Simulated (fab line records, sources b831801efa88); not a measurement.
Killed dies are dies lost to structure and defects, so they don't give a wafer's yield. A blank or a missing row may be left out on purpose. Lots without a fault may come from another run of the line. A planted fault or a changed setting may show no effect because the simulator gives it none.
Which tool did it? | flow gf180mcu | 6 lots, 18 wafers sampled, at 2 steps of a route of 602

WHAT THE GAUGES READ, wafer by wafer
GF_HV_LDD_TW_MEAS_23.
lot  | measured     | on            | HV_LDD_2_TW
L645 | day 12 00:01 | film_metro-01 | 1040 1042 1039
L647 | day 12 17:02 | film_metro-03 | 1081 1069 1067
L650 | day 13 10:44 | film_metro-03 | 1082 1079 1076
L652 | day 14 20:13 | film_metro-04 | 1295 1294 1303
L657 | day 15 23:57 | film_metro-01 | 1042 1048 1046
L661 | day 17 09:41 | film_metro-04 | 1041 1047 1047

WHICH TOOL RAN EACH LOT (tool, then ch and the chambers of the sampled wafers, then the start)
lot  | GF_HV_LDD_IMPLANT_21
L645 | implanter-03 ch 0, day 11 23:46
L647 | implanter-02 ch 0, day 12 16:47
L650 | implanter-02 ch 0, day 13 10:29
L652 | implanter-03 ch 0, day 14 19:38
L657 | implanter-02 ch 0, day 15 23:43
L661 | implanter-04 ch 0, day 17 09:26
- GF_HV_LDD_IMPLANT_21

THE ANSWER, worked out from the rows above alone
Rule: what is usual is taken from the lots themselves. Put in order of their means at a reading, lots are off if they are a third of the lots or fewer, leave a main group of 4 or more, and stand apart from it by a gap of 3 or more times the standard deviation of the main group's means; of several such gaps the widest counts. A main group whose means are all the same, to the digits that the tables above print for the reading, isn't used. A lot without any number at a reading at which 4 lots or more have one is off too. The other lots that the step has rows for count as sound.
Off: L652, at GF_HV_LDD_TW_MEAS_23 (HV_LDD_2_TW). The main group: mean 1056, standard deviation 16.
A tool fits if, at a process step before that reading, it ran every lot that is off, and no sound lot after the first of them. The gauges at GF_HV_LDD_TW_MEAS_23 are tried like those tools. One fits: implanter-03 at GF_HV_LDD_IMPLANT_21. Its last sound lot is L645 (day 11 23:46), its first lot that is off L652 (day 14 19:38): a fault that began between those two fits.

WHAT THE SIMULATOR HAD PUT IN
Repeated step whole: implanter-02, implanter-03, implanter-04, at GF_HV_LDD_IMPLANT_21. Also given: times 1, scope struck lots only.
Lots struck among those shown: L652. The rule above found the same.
